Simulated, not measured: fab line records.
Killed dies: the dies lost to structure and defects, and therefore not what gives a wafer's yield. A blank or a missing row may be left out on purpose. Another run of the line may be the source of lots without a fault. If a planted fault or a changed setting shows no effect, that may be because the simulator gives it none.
Struck lot and sound lot, side by side | flow sky130 | 15 steps out of a route of 708
Sound: the wafers L911.1, L911.2, L911.4. Struck: wafers L905.1, L905.2, L905.3. Last of all comes the cause.
For every step that has rows: the tool of each side, followed by ch and its chambers, followed by its first start. Under that, the readings that differ: sound wafers | struck wafers | difference of the means | sigmas: that difference in standard deviations of wafers without a fault.
alike: words and numbers the same on both sides, and readings whose means are apart by under 2 such deviations; not compared: readings that were withheld, readings missing a value for some wafer, numbers with overlapping values and no deviation given by the record, and bounds like >300 which may hide the same value.
The two part at a step that has a row with sigmas, a row that says differs or no value, or rows on one side only. When numbers do not overlap yet have no deviation, they are printed without sigmas and do not part them. A reading that every wafer of one side lacks parts them only if that side has two wafers or more.

first, 5 steps without rows for these wafers: SKY_VIA4_COAT_06 (resist thk 1140 nm); SKY_VIA4_SOFTBAKE_07 (time 60 s); SKY_VIA4_EXPOSE_08 (exposes mask VIM4, target cd 800 nm); SKY_VIA4_PEB_09; SKY_VIA4_DEVELOP_10 (develop time 60 s).
SKY_VIA4_OVL_MEAS_11:
  struck on overlay-02, day 46 06:35; sound on overlay-01, day 47 22:54
  alike: VIA4_OVL
SKY_VIA4_ETCH_12: etches SiO2 in C4F8/O2/Ar, stops on TiN, target depth 580 nm.
  sound on rie_diel-04 ch 1,2,3, day 47 22:56; struck on rie_diel-02 ch 0,1,3, day 46 06:37
  alike: oes_product_au, rf_fwd_power_W
SKY_VIA4_STRIP_13: strips in O2/N2.
  sound on plasma_asher-02 ch 0,1, day 47 23:01; struck on plasma_asher-04 ch 0,1, day 46 06:42
  alike: drypump_motor_current_A, oes_product_au, strip_time_to_endpoint_s
  not compared: rf_hours_counter_h
then, 3 steps without rows for these wafers: SKY_VIA4_STRIP_14 (strips in post etch residue remover, time 1200 s); SKY_VIA4_CLEAN_15 (cleans in IPA, time 180 s); SKY_VIA4_CLEAN_16 (cleans in O3/DIW).
SKY_VIA4_SPUTTER_17: material TiN, target thk 20 nm, time 80 s.
  struck on pvd_sputter-02, day 46 07:17; sound on pvd_sputter-02, day 47 23:36
  alike: throttle_valve_pct
SKY_VIA4_CVD_18: deposits W, target thk 505 nm, time 152.14 s.
  sound on cvd_w-02 ch 0,1, day 47 23:40; struck on cvd_w-01 ch 0,1, day 46 07:40
  alike: chamber_pressure_Torr, heater_power_w
SKY_VIA4_RS_MEAS_19: a four-point-probe measurement.
  struck on film_metro-03, day 46 08:07; sound on film_metro-03, day 47 23:49
  reading            | sound             | struck            | difference | sigmas
  VIA4_W_RS (ohm/sq) | 0.220 0.228 0.220 | 0.114 0.115 0.113 | -0.109     | -25
following that, these wafers have no rows for 1 step: SKY_PAD_OPEN_PROBE_99.

== WHERE THEY PART ==
Within this record, at SKY_VIA4_RS_MEAS_19 only.

WHY: what the simulator had put in
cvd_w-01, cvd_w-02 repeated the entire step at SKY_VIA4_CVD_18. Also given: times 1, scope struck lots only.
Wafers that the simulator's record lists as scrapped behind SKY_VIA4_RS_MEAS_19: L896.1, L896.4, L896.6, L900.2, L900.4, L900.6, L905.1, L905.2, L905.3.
